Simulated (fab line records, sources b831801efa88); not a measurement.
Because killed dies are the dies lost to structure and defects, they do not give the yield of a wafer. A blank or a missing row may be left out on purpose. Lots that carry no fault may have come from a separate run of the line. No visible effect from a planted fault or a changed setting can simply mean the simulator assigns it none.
Split-lot experiment	flow sfq-line	23 wafers read across 5 lots, on a route 325 steps long

## ABOUT THE SPLIT
At SFQ_TRILAYER_I3_VIA_LITHO_COAT_090 (resist thk 62 nm), the setting spin-rpm was moved away from the recipe's 3000 rpm on 7 of the 23 wafers read, by -2.6% to +5.9%. All remaining wafers had this setting at the recipe value.

The split's own step is where the reading is taken.

## THE READING
BARC_of_TRILAYER_I3_VIA_LITHO_COAT_090.thk-nm (the simulator's own value, which no gauge read), in nm, at SFQ_TRILAYER_I3_VIA_LITHO_COAT_090 (resist thk 62 nm). No usual value for it is given in the file. Here, 16 wafers ran the recipe; their average is 61.94 nm with a standard deviation of 0.15 nm.

wafer	tool, chamber at the split	spin-rpm as run, rpm	against the recipe	BARC_of_TRILAYER_I3_VIA_LITHO_COAT_090.thk-nm, nm	against lot-mates on the recipe
L077.1	litho-track-02, 0	3000	recipe	61.84	-
L077.2	litho-track-02, 0	3000	recipe	61.72	-
L077.3	litho-track-02, 0	3000	recipe	61.93	-
L077.4	litho-track-02, 0	3177	+5.9%	60.23	-1.60
L077.6	litho-track-02, 0	3177	+5.9%	60.09	-1.74
L078.1	litho-track-02, 0	3000	recipe	61.92	-
L078.2	litho-track-02, 0	2922	-2.6%	62.58	+0.67
L078.3	litho-track-02, 0	3000	recipe	61.99	-
L078.5	litho-track-02, 0	3000	recipe	61.83	-
L078.6	litho-track-02, 0	2922	-2.6%	62.71	+0.80
L079.1	litho-track-04, 0	3000	recipe	61.68	-
L079.2	litho-track-04, 0	3000	recipe	61.77	-
L079.3	litho-track-04, 0	2922	-2.6%	62.42	+0.70
L079.4	litho-track-04, 0	2922	-2.6%	62.47	+0.74
L079.6	litho-track-04, 0	2922	-2.6%	62.56	+0.84
L082.1	litho-track-04, 0	3000	recipe	62.02	-
L082.5	litho-track-04, 0	3000	recipe	62.02	-
L082.3	litho-track-04, 0	3000	recipe	61.97	-
L082.4	litho-track-04, 0	3000	recipe	61.84	-
L082.6	litho-track-04, 0	3000	recipe	62.05	-
L084.1	litho-track-03, 0	3000	recipe	62.12	-
L084.4	litho-track-03, 0	3000	recipe	62.16	-
L084.5	litho-track-03, 0	3000	recipe	62.18	-

FIT RESULTS
A straight line over all 23 wafers: BARC_of_TRILAYER_I3_VIA_LITHO_COAT_090.thk-nm changes by -0.28 nm for each +1% of spin-rpm; r = -0.97; the points scatter about the line by 0.15 nm.
The same after taking each lot's own level away (the mean of its wafers on the recipe; 23 wafers): -0.284 nm for each +1%; r = -0.99; scatter 0.068 nm.
That fit puts the effect of the largest move of spin-rpm on the reading at 1.7 nm.
Across the lots, their own levels run from 61.725 to 62.153 nm, a range of 2.9 times the standard deviation given above.
Consequently the slope shifts little with the lot-to-lot level, the two slopes agreeing.
Check: for one of the wafers moved furthest among these (+5.9%), held out of the fit, the line's prediction against its lot-mates is -1.72 nm. It came out at -1.6 nm against them.

## OTHER SPLITS ON THESE WAFERS
Before the reading, these wafers also passed through other splits. Each is held against what the fit with the lots' levels taken away leaves over:
other split on the same wafers	wafers away from the commonest value	r with BARC_of_TRILAYER_I3_VIA_LITHO_COAT_090.thk-nm (lot level and that fit taken away)
SFQ_TRILAYER_M1_BARC_OPEN_METAL_ETCH_054 icp-w	7	-0.13
SFQ_TRILAYER_I1_VIA_LITHO_COAT_049 spin-rpm	9	+0.07
SFQ_TRILAYER_I1_VIA_ETCH_VIA_ETCH_052 source-w	8	-0.22
SFQ_TRILAYER_M2_LITHO_PEB_060 peb-temp-c	8	-0.06
SFQ_TRILAYER_I2_VIA_LITHO_COAT_067 resist-thk-nm	7	-0.16
SFQ_TRILAYER_M3_LITHO_PEB_078 peb-time-s	8	+0.05
SFQ_TRILAYER_M3_BARC_OPEN_METAL_ETCH_100 bias-w	8	-0.05

## FILE'S OWN FIT
BARC_of_TRILAYER_I3_VIA_LITHO_COAT_090.thk-nm changes by -0.284 nm for each +1% of spin-rpm, r = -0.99.
